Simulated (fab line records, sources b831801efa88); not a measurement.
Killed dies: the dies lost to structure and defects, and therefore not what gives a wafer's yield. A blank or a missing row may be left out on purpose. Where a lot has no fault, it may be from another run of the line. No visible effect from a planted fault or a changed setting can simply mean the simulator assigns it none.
Matching of chambers | flow gf180mcu | GF_STI_CMP_25 on cmp-02: 4 sister chambers
The step polishes, stops on Si3N4, t overpolish 33 s, target thk 524.6 nm. 8 wafers are shown with their chamber, then 11 later ones without.

== WAFERS PAIRED WITH THEIR CHAMBERS ==
wafer  | chamber | motor current A (A) | time to endpoint s (s)
L082.1 | 3       | 11.7                | 122
L082.4 | 0       | 12.6                | 125
L084.4 | 2       | 12.5                | 115
L084.5 | 2       | 11.5                | 117
L086.3 | 0       | 13.0                | 118
L086.4 | 3       | 11.3                | 123
L086.6 | 1       | 12.6                | 123
L087.1 | 1       | 13.3                | 123

== WAFERS WITHOUT THEIR CHAMBER ==
wafer  | motor current A (A) | time to endpoint s (s)
L087.4 | 11.7                | 119
L087.6 | 12.2                | 115
L091.1 | 11.8                | 117
L091.5 | 10.9                | 126
L091.6 | 12.6                | 118
L094.1 | 11.6                | 120
L094.5 | 11.5                | 120
L094.6 | 12.5                | 117
L097.1 | 12.0                | 123
L097.2 | 13.4                | 119
L097.4 | 12.3                | 114

== EACH ONE'S CHAMBER ==
wafer  | from the rows above               | in truth
L087.4 | can't be placed: 2 or 3 or 0 or 1 | 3
L087.6 | 2                                 | 2
L091.1 | can't be placed: 2 or 3           | 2
L091.5 | 3                                 | 3
L091.6 | can't be placed: 0 or 2 or 1 or 3 | 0
L094.1 | can't be placed: 3 or 2 or 0      | 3
L094.5 | can't be placed: 3 or 2 or 0      | 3
L094.6 | can't be placed: 2 or 0 or 1 or 3 | 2
L097.1 | can't be placed: 3 or 0 or 1 or 2 | 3
L097.2 | can't be placed: 0 or 1 or 2      | 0
L097.4 | 2                                 | 2
3 of 11 placed correctly. Can't be placed from these rows: 8 (the true chamber is among the candidates in 8). Placed wrongly: 0.
How it was worked out, from the rows above alone: a wafer's distance from a chamber is the root of the sum, over the readings, of the square of ((its reading less the chamber's mean) divided by the reading's scatter). If the next closest chamber is less than 2 further off than the closest, the wafer can't be placed; otherwise it belongs to the closest. A chamber's mean is the mean of its shown wafers. How the scatter is found: for the shown wafers, subtract from each reading the mean of its chamber, square and add these, divide the total by (wafers less chambers), then take the root.
